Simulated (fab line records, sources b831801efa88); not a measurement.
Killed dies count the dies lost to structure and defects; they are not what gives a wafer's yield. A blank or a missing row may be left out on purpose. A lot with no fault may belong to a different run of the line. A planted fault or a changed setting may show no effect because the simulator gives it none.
Which tool did it? + flow sky130 + 15 lots with 45 wafers sampled at 5 steps, on a route of 708 steps

WHAT EACH GAUGE READ, for each wafer
SKY_VT_ADJUST_HVTR_OVL_MEAS_08.
| lot  | measured     | on         | VT_ADJUST_HVTR_OVL (nm) |
|------|--------------|------------|-------------------------|
| L840 | day 10 07:43 | overlay-02 | -2.0 -2.0 -1.4          |
| L839 | day 10 09:02 | overlay-01 | 0.0 0.4 0.1             |
| L842 | day 10 11:05 | overlay-02 | 0.5 0.7 -0.3            |
| L844 | day 11 06:01 | overlay-02 | -0.6 0.3 0.9            |
| L846 | day 11 16:23 | overlay-01 | -3.0 0.6 -1.8           |
| L847 | day 12 00:47 | overlay-01 | -0.8 -2.3 -1.2          |
| L849 | day 12 11:47 | overlay-02 | -0.2 -0.6 0.3           |
| L848 | day 12 12:26 | overlay-02 | 1.9 3.0 2.4             |
| L850 | day 12 21:50 | overlay-01 | -1.4 -0.1 -0.2          |
| L851 | day 13 04:06 | overlay-01 | -3.3 -3.5 -3.4          |
| L852 | day 13 14:40 | overlay-01 | -4.7 -3.4 -5.0          |
| L853 | day 13 16:59 | overlay-01 | -1.6 0.5 -0.4           |
| L855 | day 14 13:37 | overlay-01 | 0.8 -2.0 0.7            |
| L856 | day 14 17:58 | overlay-01 | 1.1 -0.9 -0.8           |
| L857 | day 14 19:16 | overlay-01 | -0.5 -1.8 -0.1          |

SKY_SONOS_ONO_OVL_MEAS_14.
| lot  | measured     | on         | SONOS_ONO_OVL (nm) |
|------|--------------|------------|--------------------|
| L840 | day 13 14:59 | overlay-01 | 1.3 2.1 0.9        |
| L839 | day 13 15:41 | overlay-01 | 2.0 3.7 2.4        |
| L842 | day 13 17:34 | overlay-01 | 4.1 3.5 2.7        |
| L844 | day 15 15:58 | overlay-01 | -1.0 0.0 -0.4      |
| L846 | day 15 17:47 | overlay-01 | 0.5 -0.4 -1.3      |
| L847 | day 15 18:05 | overlay-01 | 2.4 0.8 2.1        |
| L849 | day 15 21:36 | overlay-01 | -0.4 -0.5 0.3      |
| L848 | day 15 21:41 | overlay-02 | -0.9 0.7 1.0       |
| L850 | day 16 05:10 | overlay-01 | 2.0 2.2 1.9        |
| L851 | day 16 12:56 | overlay-01 | 2.1 2.1 0.7        |
| L852 | day 16 23:02 | overlay-01 | 3.9 1.7 2.0        |
| L853 | day 17 07:17 | overlay-01 | -1.1 0.4 0.4       |
| L855 | day 18 08:19 | overlay-02 | -1.4 -2.3 -2.5     |
| L856 | day 18 14:47 | overlay-01 | 2.4 1.0 0.2        |
| L857 | day 18 15:05 | overlay-01 | 1.6 0.1 2.3        |

SKY_POLY_GATE_THK_MEAS_01.
| lot  | measured     | on            | POLY_GATE_CVD_00_THK (nm)           |
|------|--------------|---------------|-------------------------------------|
| L840 | day 14 20:03 | film metro-03 | 178.1 176.9 179.1                   |
| L839 | day 14 22:28 | film metro-02 | 179.6 180.4 180.9                   |
| L842 | day 14 22:29 | film metro-03 | 178.6 180.1 179.1                   |
| L844 | day 17 01:48 | film metro-02 | 178.2 180.0 179.8                   |
| L846 | day 17 04:42 | film metro-02 | 179.7 181.6 180.6                   |
| L847 | day 17 04:42 | film metro-04 | 178.8 177.7 179.3                   |
| L849 | day 17 14:41 | film metro-03 | 181.2 179.8 181.0                   |
| L848 | day 17 14:41 | film metro-04 | 181.4 180.7 181.1                   |
| L850 | day 17 22:56 | film metro-03 | 178.4 179.3 179.4                   |
| L851 | day 18 02:01 | film metro-03 | 179.8 180.1 179.3                   |
| L852 | day 18 10:10 | film metro-02 | 175.6 176.2 178.0                   |
| L853 | day 18 22:57 | film metro-04 | 179.0 179.9 178.5                   |
| L855 | day 19 22:59 | film metro-03 | 192.8 191.8 192.8 192.7 191.8 192.5 |
| L856 | day 20 02:44 | film metro-04 | 193.9 192.5 193.1 193.8 192.5 192.9 |
| L857 | day 20 03:56 | film metro-04 | 191.0 189.9 190.1 190.9 189.8 190.2 |

TOOL THAT RAN EACH LOT (tool first, then ch and the chambers of the sampled wafers, then the start)
| lot  | SKY_GATE_OXIDE_STRIP_13              | SKY_POLY_GATE_CVD_00        |
|------|--------------------------------------|-----------------------------|
| L840 | plasma asher-01 ch 0,1, day 14 17:06 | lpcvd-01 ch 0, day 14 18:51 |
| L839 | plasma asher-02 ch 0,1, day 14 17:35 | lpcvd-01 ch 1, day 14 21:15 |
| L842 | plasma asher-01 ch 0,1, day 14 17:53 | lpcvd-01 ch 0, day 14 21:15 |
| L844 | plasma asher-01 ch 0,1, day 16 21:54 | lpcvd-01 ch 0, day 17 00:34 |
| L846 | plasma asher-02 ch 0,1, day 17 00:05 | lpcvd-01 ch 1, day 17 03:30 |
| L847 | plasma asher-01 ch 0,1, day 17 00:23 | lpcvd-01 ch 1, day 17 03:30 |
| L849 | plasma asher-04 ch 0,1, day 17 06:35 | lpcvd-01 ch 1, day 17 13:28 |
| L848 | plasma asher-01 ch 0,1, day 17 06:29 | lpcvd-01 ch 0, day 17 13:28 |
| L850 | plasma asher-02 ch 0,1, day 17 12:35 | lpcvd-01 ch 1, day 17 21:44 |
| L851 | plasma asher-02 ch 0,1, day 17 20:38 | lpcvd-01 ch 1, day 18 00:47 |
| L852 | plasma asher-02 ch 0, day 18 06:10   | lpcvd-01 ch 1, day 18 08:57 |
| L853 | plasma asher-01 ch 0, day 18 19:59   | lpcvd-01 ch 1, day 18 21:44 |
| L855 | plasma asher-04 ch 0,1, day 19 19:16 | lpcvd-01 ch 0, day 19 21:47 |
| L856 | plasma asher-04 ch 0,1, day 19 23:15 | lpcvd-01 ch 0, day 20 01:32 |
| L857 | plasma asher-04 ch 0,1, day 20 00:25 | lpcvd-01 ch 1, day 20 02:44 |
- SKY_GATE_OXIDE_STRIP_13: strips in O2/N2.
- SKY_POLY_GATE_CVD_00: deposits poly-Si, target thk 180 nm, time 720 s.

AS READ BY THE TOOLS THEMSELVES (means over the sampled wafers that have a number; for cases with no such wafer, the mark the record gives instead)
SKY_GATE_OXIDE_STRIP_13.
| lot  | tool            | drypump motor current A (A) | oes product au (a.u.) | strip time to endpoint s (s) |
|------|-----------------|-----------------------------|-----------------------|------------------------------|
| L840 | plasma asher-01 | 6.06                        | 0.720                 | 14.22                        |
| L839 | plasma asher-02 | 5.68                        | 0.715                 | 14.20                        |
| L842 | plasma asher-01 | 6.16                        | 0.716                 | 14.22                        |
| L844 | plasma asher-01 | 6.20                        | 0.718                 | 14.19                        |
| L846 | plasma asher-02 | 5.76                        | 0.714                 | 14.18                        |
| L847 | plasma asher-01 | 6.18                        | 0.711                 | 14.16                        |
| L849 | plasma asher-04 | 6.00                        | 0.716                 | 14.17                        |
| L848 | plasma asher-01 | 6.07                        | 0.714                 | 14.23                        |
| L850 | plasma asher-02 | 5.66                        | 0.718                 | 14.17                        |
| L851 | plasma asher-02 | 5.67                        | 0.712                 | 14.17                        |
| L852 | plasma asher-02 | 5.63                        | 0.715                 | 14.21                        |
| L853 | plasma asher-01 | 6.01                        | 0.719                 | 14.15                        |
| L855 | plasma asher-04 | 5.99                        | 0.718                 | 14.25                        |
| L856 | plasma asher-04 | 5.78                        | 0.711                 | 14.21                        |
| L857 | plasma asher-04 | 5.79                        | 0.713                 | 14.25                        |

SKY_POLY_GATE_CVD_00.
| lot  | tool     | spike tc top C (C) |
|------|----------|--------------------|
| L840 | lpcvd-01 | 642.9              |
| L839 | lpcvd-01 | 640.7              |
| L842 | lpcvd-01 | 642.4              |
| L844 | lpcvd-01 | 642.7              |
| L846 | lpcvd-01 | 639.2              |
| L847 | lpcvd-01 | 639.8              |
| L849 | lpcvd-01 | 640.7              |
| L848 | lpcvd-01 | 642.9              |
| L850 | lpcvd-01 | 639.3              |
| L851 | lpcvd-01 | 639.9              |
| L852 | lpcvd-01 | 640.1              |
| L853 | lpcvd-01 | 639.5              |
| L855 | lpcvd-01 | 643.5              |
| L856 | lpcvd-01 | 643.3              |
| L857 | lpcvd-01 | 640.1              |

THE ANSWER, worked out from the rows above alone
Rule: usual is defined by the lots themselves. Put in order of their means at a reading, lots are off if they are a third of the lots or fewer, leave a main group of 4 or more, and stand apart from it by a gap of 3 or more times the standard deviation of the main group's means; of several such gaps the widest counts. If all means in a main group match to the digits the tables above print for the reading, that group is not used. Also off: a lot with no number at a reading for which 4 or more lots have one. Any other lot the step has rows for is counted as sound. The gauges are gone through in route order, then the tools' own readings, and for those a lot's mean is taken as printed above. The first step at which some lot is off is used, and at that step the reading that is off furthest; a lot without a number counts as furthest.
Off: at SKY_POLY_GATE_THK_MEAS_01 (POLY_GATE_CVD_00_THK), L855, L856, L857. For the main group the mean is 179.4 nm and the standard deviation 1.2.
A tool fits if, at a process step before that reading, it ran every lot that is off, and no sound lot after the first of them. Those tools and the gauges at SKY_POLY_GATE_THK_MEAS_01 are tried in the same way. 2 tools fit, plasma asher-04 at SKY_GATE_OXIDE_STRIP_13 and lpcvd-01 at SKY_POLY_GATE_CVD_00, so this cannot tell which one it is.

WHAT HAD BEEN PUT IN BY THE SIMULATOR
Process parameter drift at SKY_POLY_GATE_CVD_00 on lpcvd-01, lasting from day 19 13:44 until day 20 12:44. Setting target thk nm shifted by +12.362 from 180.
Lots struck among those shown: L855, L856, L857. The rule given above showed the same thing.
